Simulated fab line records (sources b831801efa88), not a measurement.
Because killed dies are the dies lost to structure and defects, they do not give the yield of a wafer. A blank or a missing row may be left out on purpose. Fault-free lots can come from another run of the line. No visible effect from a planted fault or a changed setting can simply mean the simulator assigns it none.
What tool caused it? / flow gf180mcu / 15 lots, 45 wafers sampled, at 2 steps of a route of 602

== WHAT THE GAUGES SHOWED, per wafer ==
GF_V5_BOW_MEAS_05. Usual: for V5_BOW the level is 130 um and the standard deviation is 8.5.
lot=L856; measured=day 26 12:11; on=film metro-01; V5_BOW (um)=121 123 129; flag=
lot=L859; measured=day 27 09:52; on=film metro-01; V5_BOW (um)=133 137 137; flag=
lot=L861; measured=day 28 05:23; on=film metro-03; V5_BOW (um)=137 127 131; flag=
lot=L862; measured=day 28 08:56; on=film metro-02; V5_BOW (um)=146 140 143; flag=
lot=L863; measured=day 28 12:50; on=film metro-02; V5_BOW (um)=139 142 138; flag=
lot=L864; measured=day 28 23:13; on=film metro-02; V5_BOW (um)=120 116 117; flag=
lot=L866; measured=day 29 15:17; on=film metro-01; V5_BOW (um)=146 146 148; flag=
lot=L867; measured=day 30 03:20; on=film metro-03; V5_BOW (um)=125 121 126; flag=
lot=L868; measured=day 30 04:14; on=film metro-03; V5_BOW (um)=126 120 120; flag=
lot=L869; measured=day 30 11:10; on=film metro-02; V5_BOW (um)=123 134 127; flag=
lot=L871; measured=day 30 23:31; on=film metro-03; V5_BOW (um)=134 130 137; flag=
lot=L870; measured=day 31 00:14; on=film metro-01; V5_BOW (um)=133 137 130; flag=
lot=L875; measured=day 32 05:07; on=film metro-02; V5_BOW (um)=122 136 140; flag=
lot=L876; measured=day 32 07:31; on=film metro-03; V5_BOW (um)=137 141 128; flag=
lot=L879; measured=day 32 22:55; on=film metro-01; V5_BOW (um)=118 113 126; flag=

== WHICH TOOL RAN EACH LOT (tool, then ch and the chambers of the sampled wafers, then the start) ==
lot=L856; GF_MIM_SPUTTER_09=pvd sputter-04, day 24 15:10
lot=L859; GF_MIM_SPUTTER_09=pvd sputter-04, day 25 14:13
lot=L861; GF_MIM_SPUTTER_09=pvd sputter-02, day 26 10:40
lot=L862; GF_MIM_SPUTTER_09=pvd sputter-04, day 26 15:11
lot=L863; GF_MIM_SPUTTER_09=pvd sputter-04, day 26 19:02
lot=L864; GF_MIM_SPUTTER_09=pvd sputter-01, day 27 05:46
lot=L866; GF_MIM_SPUTTER_09=pvd sputter-02, day 27 22:43
lot=L867; GF_MIM_SPUTTER_09=pvd sputter-04, day 28 10:22
lot=L868; GF_MIM_SPUTTER_09=pvd sputter-01, day 28 12:09
lot=L869; GF_MIM_SPUTTER_09=pvd sputter-04, day 28 19:46
lot=L871; GF_MIM_SPUTTER_09=pvd sputter-02, day 29 08:48
lot=L870; GF_MIM_SPUTTER_09=pvd sputter-01, day 29 09:06
lot=L875; GF_MIM_SPUTTER_09=pvd sputter-01, day 30 11:59
lot=L876; GF_MIM_SPUTTER_09=pvd sputter-04, day 30 17:56
lot=L879; GF_MIM_SPUTTER_09=pvd sputter-01, day 31 12:11
- GF_MIM_SPUTTER_09: material TiN, target thk 35 nm, time 29.2 s.

== WHAT THE TOOLS THEMSELVES READ (means of the sampled wafers that have a number; where no wafer has one, the mark that the record gives instead) ==
GF_MIM_SPUTTER_09. Usual: cathode dc power W 6500.0 W, standard deviation 1.2; chamber pressure pa 0.4001 Pa, standard deviation 0.0008; throttle valve pct 30.5 %, standard deviation 1.3.
lot=L856; tool=pvd sputter-04; cathode dc power W (W)=6501.1; chamber pressure pa (Pa)=0.3996; throttle valve pct (%)=31.1; flag=
lot=L859; tool=pvd sputter-04; cathode dc power W (W)=6501.5; chamber pressure pa (Pa)=0.4002; throttle valve pct (%)=30.9; flag=
lot=L861; tool=pvd sputter-02; cathode dc power W (W)=6501.6; chamber pressure pa (Pa)=0.4003; throttle valve pct (%)=31.0; flag=
lot=L862; tool=pvd sputter-04; cathode dc power W (W)=6501.0; chamber pressure pa (Pa)=0.3999; throttle valve pct (%)=30.6; flag=
lot=L863; tool=pvd sputter-04; cathode dc power W (W)=6500.9; chamber pressure pa (Pa)=0.4004; throttle valve pct (%)=31.2; flag=
lot=L864; tool=pvd sputter-01; cathode dc power W (W)=6499.5; chamber pressure pa (Pa)=0.4003; throttle valve pct (%)=30.6; flag=
lot=L866; tool=pvd sputter-02; cathode dc power W (W)=6501.0; chamber pressure pa (Pa)=0.4008; throttle valve pct (%)=31.6; flag=
lot=L867; tool=pvd sputter-04; cathode dc power W (W)=6499.9; chamber pressure pa (Pa)=0.4007; throttle valve pct (%)=30.9; flag=
lot=L868; tool=pvd sputter-01; cathode dc power W (W)=6500.2; chamber pressure pa (Pa)=0.3998; throttle valve pct (%)=30.8; flag=
lot=L869; tool=pvd sputter-04; cathode dc power W (W)=6500.3; chamber pressure pa (Pa)=0.3998; throttle valve pct (%)=30.5; flag=
lot=L871; tool=pvd sputter-02; cathode dc power W (W)=6500.1; chamber pressure pa (Pa)=0.4004; throttle valve pct (%)=30.6; flag=
lot=L870; tool=pvd sputter-01; cathode dc power W (W)=6500.2; chamber pressure pa (Pa)=0.4001; throttle valve pct (%)=29.9; flag=
lot=L875; tool=pvd sputter-01; cathode dc power W (W)=6501.2; chamber pressure pa (Pa)=0.3996; throttle valve pct (%)=30.4; flag=
lot=L876; tool=pvd sputter-04; cathode dc power W (W)=6499.8; chamber pressure pa (Pa)=0.4007; throttle valve pct (%)=31.1; flag=
lot=L879; tool=pvd sputter-01; cathode dc power W (W)=6498.1; chamber pressure pa (Pa)=0.4004; throttle valve pct (%)=30.2; flag=

== THE ANSWER, worked out from the rows above alone ==
Rule: lot off if the mean of its wafers having a number is beyond 3 standard deviations from the usual mean. A lot without any number at a reading at which 4 lots or more have one is off too. Any other lot the step has rows for is counted as sound. Order of review: gauges by route order, followed by the tools' own readings, for which a lot's mean as printed above is used. At the first step where some lot is off, the reading lying furthest off is the one used; lots without a number count as furthest.
None of the lots is off at any reading shown; this tells nothing.

== WHAT THE SIMULATOR PUT IN ==
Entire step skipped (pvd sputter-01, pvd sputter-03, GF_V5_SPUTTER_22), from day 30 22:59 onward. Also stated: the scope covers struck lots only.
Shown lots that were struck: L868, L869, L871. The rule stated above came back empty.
